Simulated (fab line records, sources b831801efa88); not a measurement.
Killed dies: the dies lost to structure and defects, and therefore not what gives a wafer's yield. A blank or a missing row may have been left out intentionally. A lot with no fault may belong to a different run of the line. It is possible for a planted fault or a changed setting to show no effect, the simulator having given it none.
What tool caused it?	flow gf180mcu	12 lots, 36 wafers sampled, at 5 steps of a route of 602

WHAT THE GAUGES SHOWED, per wafer
GF_M1_CD_MEAS_14: target cd 230 nm.
lot	measured	on	cd nm (nm)
L710	day 17 17:47	cd sem-02	231.0 229.5 230.1
L708	day 17 20:17	cd sem-01	230.2 229.5 231.0
L713	day 18 15:47	cd sem-01	231.1 230.9 229.9
L715	day 19 04:29	cd sem-02	229.9 228.7 230.1
L716	day 19 19:29	cd sem-01	228.6 229.4 228.4
L723	day 22 04:50	cd sem-01	229.8 229.7 230.5
L724	day 22 11:31	cd sem-01	229.0 229.4 230.1
L725	day 23 00:14	cd sem-01	231.5 229.6 231.4
L726	day 23 04:47	cd sem-02	232.0 231.8 232.4
L727	day 23 16:38	cd sem-01	229.0 228.3 228.9
L728	day 23 23:19	cd sem-01	231.0 230.6 230.2
L730	day 24 14:56	cd sem-01	231.9 230.1 231.2

GF_V1_THK_MEAS_01.
lot	measured	on	V1_CVD_00_THK (nm)
L710	day 17 18:43	film metro-04	599 595 597
L708	day 17 21:10	film metro-04	600 614 601
L713	day 18 16:40	film metro-02	307 303 304
L715	day 19 05:22	film metro-04	600 604 597
L716	day 19 20:32	film metro-02	296 295 301
L723	day 22 05:44	film metro-04	618 611 600
L724	day 22 12:37	film metro-01	603 608 610
L725	day 23 01:28	film metro-02	589 607 595
L726	day 23 05:40	film metro-02	614 606 618
L727	day 23 17:40	film metro-04	584 603 579
L728	day 24 00:12	film metro-04	591 601 589
L730	day 24 15:48	film metro-04	605 598 600

EACH LOT AND THE TOOL THAT RAN IT (in order: tool; ch and the chambers of the sampled wafers; start)
lot	GF_CONTACT_ETCH_16	GF_CONTACT_CMP_27	GF_V1_CVD_00
L710	rie diel-04 ch 1,3, day 16 15:50	cmp-02 ch 2,3, day 16 16:49	hdpcvd-01 ch 1,2, day 17 18:38
L708	rie diel-04 ch 1,2,3, day 16 18:08	cmp-01 ch 0,1,2, day 16 19:14	hdpcvd-02 ch 1,2, day 17 21:06
L713	rie diel-01 ch 1,3, day 17 13:17	cmp-01 ch 0,1,3, day 17 14:14	hdpcvd-02 ch 1,2, day 18 16:35
L715	rie diel-01 ch 0,2, day 18 02:08	cmp-01 ch 1,2, day 18 03:04	hdpcvd-01 ch 1,2, day 19 05:18
L716	rie diel-04 ch 2,3, day 18 16:11	cmp-02 ch 0,1,3, day 18 17:12	hdpcvd-02 ch 0,1, day 19 20:26
L723	rie diel-04 ch 0,1, day 21 05:11	cmp-02 ch 0,2, day 21 06:11	hdpcvd-01 ch 0,1,2, day 22 05:39
L724	rie diel-04 ch 0,1, day 21 11:41	cmp-01 ch 0,1,2, day 21 12:43	hdpcvd-02 ch 1,2, day 22 12:31
L725	rie diel-03 ch 0,1,3, day 22 00:28	cmp-02 ch 0,1,3, day 22 01:18	hdpcvd-02 ch 0,2, day 23 01:24
L726	rie diel-04 ch 0,1, day 22 04:53	cmp-01 ch 1,2, day 22 05:47	hdpcvd-02 ch 1,2, day 23 05:36
L727	rie diel-03 ch 0,2, day 22 17:26	cmp-02 ch 0,1,3, day 22 18:23	hdpcvd-02 ch 0,1, day 23 17:36
L728	rie diel-03 ch 0,2,3, day 22 23:53	cmp-01 ch 0,1,2, day 23 00:44	hdpcvd-02 ch 1,2, day 24 00:07
L730	rie diel-03 ch 0,1, day 23 15:11	cmp-01 ch 0,1,2, day 23 16:05	hdpcvd-02 ch 1,2, day 24 15:42
- GF_CONTACT_ETCH_16: etches BARC in N2/H2.
- GF_CONTACT_CMP_27: polishes, stops on SiO2, t overpolish 15 s, target thk 0 nm.
- GF_V1_CVD_00: deposits SiO2, target thk 600 nm, time 100 s.

WHAT THE TOOLS THEMSELVES READ (means of the sampled wafers that have a number; where no wafer has one, the mark that the record gives instead)
GF_CONTACT_ETCH_16.
lot	tool	drypump motor current A (A)	h2 flow sccm (sccm)	oes product au (a.u.)	throttle valve pct (%)
L710	rie diel-04	5.9	199.0	0.859	13.223
L708	rie diel-04	6.0	200.0	0.857	13.229
L713	rie diel-01	5.7	200.6	0.853	13.223
L715	rie diel-01	6.1	200.4	0.860	13.235
L716	rie diel-04	6.1	199.8	0.856	13.229
L723	rie diel-04	5.3	199.7	0.853	13.226
L724	rie diel-04	5.4	200.2	0.858	13.222
L725	rie diel-03	5.6	199.7	0.852	13.219
L726	rie diel-04	5.3	200.6	0.858	13.221
L727	rie diel-03	6.0	200.4	0.857	13.233
L728	rie diel-03	5.8	199.6	0.858	13.224
L730	rie diel-03	5.6	200.3	0.857	13.222

GF_CONTACT_CMP_27.
lot	tool	motor current A (A)	overpolish run s (s)	time to endpoint s (s)
L710	cmp-02	11.5	15.005	73
L708	cmp-01	11.3	15.003	70
L713	cmp-01	11.3	14.994	72
L715	cmp-01	10.6	15.007	67
L716	cmp-02	11.8	15.002	71
L723	cmp-02	10.8	14.998	75
L724	cmp-01	11.1	15.011	70
L725	cmp-02	12.4	14.999	70
L726	cmp-01	11.5	15.008	71
L727	cmp-02	12.5	14.999	71
L728	cmp-01	11.1	15.000	68
L730	cmp-01	11.1	15.009	76

GF_V1_CVD_00.
lot	tool	sih4 flow sccm (sccm)
L710	hdpcvd-01	59.86
L708	hdpcvd-02	60.10
L713	hdpcvd-02	29.93
L715	hdpcvd-01	60.01
L716	hdpcvd-02	30.15
L723	hdpcvd-01	59.99
L724	hdpcvd-02	60.06
L725	hdpcvd-02	60.00
L726	hdpcvd-02	59.78
L727	hdpcvd-02	60.04
L728	hdpcvd-02	59.97
L730	hdpcvd-02	60.03

THE ANSWER, worked out from the rows above alone
Rule: usual is defined by the lots themselves. The widest of any qualifying gaps counts: lots, ordered by their means at a reading, are off when they make up no more than a third of the lots, leave a main group of 4 or more, and stand apart from it by 3 or more times the standard deviation of that group's means. Not used: any main group whose means are identical at the precision the tables above print for the reading. A lot without any number at a reading at which 4 lots or more have one is off too. Any other lot the step has rows for is counted as sound. The gauges are gone through in route order, then the tools' own readings, and for those a lot's mean is taken as printed above. The first step at which some lot is off is used, and at that step the reading that is off furthest; a lot without a number counts as furthest.
Off: L713, L716, at GF_V1_THK_MEAS_01 (V1_CVD_00_THK). For the main group the mean is 601 nm and the standard deviation 7.1.
A tool fits if, at a process step before that reading, it ran every lot that is off, and no sound lot after the first of them. Not tried: the gauges at GF_V1_THK_MEAS_01; whatever is off there is also off at GF_V1_CVD_00, on other tools, and gauge error can't account for it. Not one of the candidates tried fits.

WHAT THE SIMULATOR HAD PUT IN
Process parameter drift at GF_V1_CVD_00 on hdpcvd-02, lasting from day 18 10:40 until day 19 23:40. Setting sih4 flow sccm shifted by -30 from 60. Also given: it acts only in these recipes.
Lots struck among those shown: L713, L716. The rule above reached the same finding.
